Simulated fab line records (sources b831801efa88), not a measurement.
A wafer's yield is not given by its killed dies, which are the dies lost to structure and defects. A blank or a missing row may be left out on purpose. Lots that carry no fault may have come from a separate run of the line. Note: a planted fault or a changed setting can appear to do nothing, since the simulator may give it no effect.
Tool commonality check | flow sky130 | 12 lots and 36 wafers in the sample

== WHAT PROMPTED THE OPENING ==
SKY_LDD_P_TW_MEAS_11, reading LDD_P_TW: flagged on 1 of 12 lots. Wafers without a fault read 644, standard deviation 7.3.
Rule: a lot is flagged when every wafer of it that has a number lies more than 4 standard deviations from that mean, or none has a number. As for the other lots, they are considered sound.

lot  | measured     | on            | LDD_P_TW, wafer by wafer | flag
L205 | day 20 00:23 | film_metro-03 | 641 644 643              |
L209 | day 21 02:49 | film_metro-04 | 652 650 650              |
L210 | day 21 08:22 | film_metro-02 | 642 639 636              |
L213 | day 22 20:23 | film_metro-04 | 649 645 647              |
L214 | day 22 21:07 | film_metro-03 | 646 643 641              |
L216 | day 23 14:25 | film_metro-03 | 640 639 635              |
L218 | day 25 01:28 | film_metro-04 | 31 31 31                 | FLAGGED
L222 | day 25 23:19 | film_metro-03 | 645 643 644              |
L221 | day 26 03:52 | film_metro-03 | 638 641 639              |
L224 | day 26 13:59 | film_metro-04 | 654 652 649              |
L225 | day 27 07:14 | film_metro-02 | 632 629 634              |
L226 | day 27 08:55 | film_metro-03 | 639 639 636              |
The mean of the flagged lots' numbers is 31, -613 from the usual (-84 standard deviations).

== WHICH TOOL EACH LOT WENT THROUGH ==
The record holds 1 process step before the reading, out of a route of 708 steps. Each cell gives the tool, then ch followed by the chambers the sampled wafers passed through, then the start.
lot  | flag    | SKY_LDD_P_EXPOSE_04
L205 |         | iline_stepper-01 ch 0, day 19 09:11
L209 |         | iline_stepper-02 ch 0, day 20 12:35
L210 |         | iline_stepper-01 ch 0, day 20 17:50
L213 |         | iline_stepper-02 ch 0, day 22 05:32
L214 |         | iline_stepper-02 ch 0, day 22 06:28
L216 |         | iline_stepper-02 ch 0, day 22 22:58
L218 | FLAGGED | iline_stepper-01 ch 0, day 24 10:22
L222 |         | iline_stepper-01 ch 0, day 25 08:58
L221 |         | iline_stepper-01 ch 0, day 25 13:08
L224 |         | iline_stepper-01 ch 0, day 25 23:56
L225 |         | iline_stepper-02 ch 0, day 26 16:26
L226 |         | iline_stepper-01 ch 0, day 26 18:25
What these steps do:
- SKY_LDD_P_EXPOSE_04: exposes mask PSDM, target cd 380 nm.
- SKY_LDD_P_TW_MEAS_11

== FLAGGED AGAINST TOTAL, ONE TOOL AT A TIME (gauges that did the reading follow at the end) ==
step                 | tool             | lots run | flagged | share of the flagged lots | sound lots run after its first flagged lot
SKY_LDD_P_EXPOSE_04  | iline_stepper-01 | 7        | 1       | all                       | 4 (L222,L221,L224,L226)
SKY_LDD_P_EXPOSE_04  | iline_stepper-02 | 5        | 0       | none                      | -
SKY_LDD_P_TW_MEAS_11 | film_metro-02    | 2        | 0       | none                      | -
SKY_LDD_P_TW_MEAS_11 | film_metro-03    | 6        | 0       | none                      | -
SKY_LDD_P_TW_MEAS_11 | film_metro-04    | 4        | 1       | all                       | 1 (L224)

== WHAT THE TABLE PERMITS ==
Table rows that saw every flagged lot: 2, namely iline_stepper-01 at SKY_LDD_P_EXPOSE_04 and film_metro-04 at SKY_LDD_P_TW_MEAS_11.
- iline_stepper-01 at SKY_LDD_P_EXPOSE_04: 1 of its 7 lots flagged. Sound lots followed the first flagged one (L222, L221, L224, L226) on it, something a lasting fault affecting the whole tool could not allow.
- film_metro-04 at SKY_LDD_P_TW_MEAS_11: 1 of its 4 lots flagged. Sound lots followed the first flagged one (L224) on it, something a lasting fault affecting the whole tool could not allow.
There is no row in the table that ran each flagged lot and no sound lot after the first.

== WHAT HAD BEEN PUT IN BY THE SIMULATOR ==
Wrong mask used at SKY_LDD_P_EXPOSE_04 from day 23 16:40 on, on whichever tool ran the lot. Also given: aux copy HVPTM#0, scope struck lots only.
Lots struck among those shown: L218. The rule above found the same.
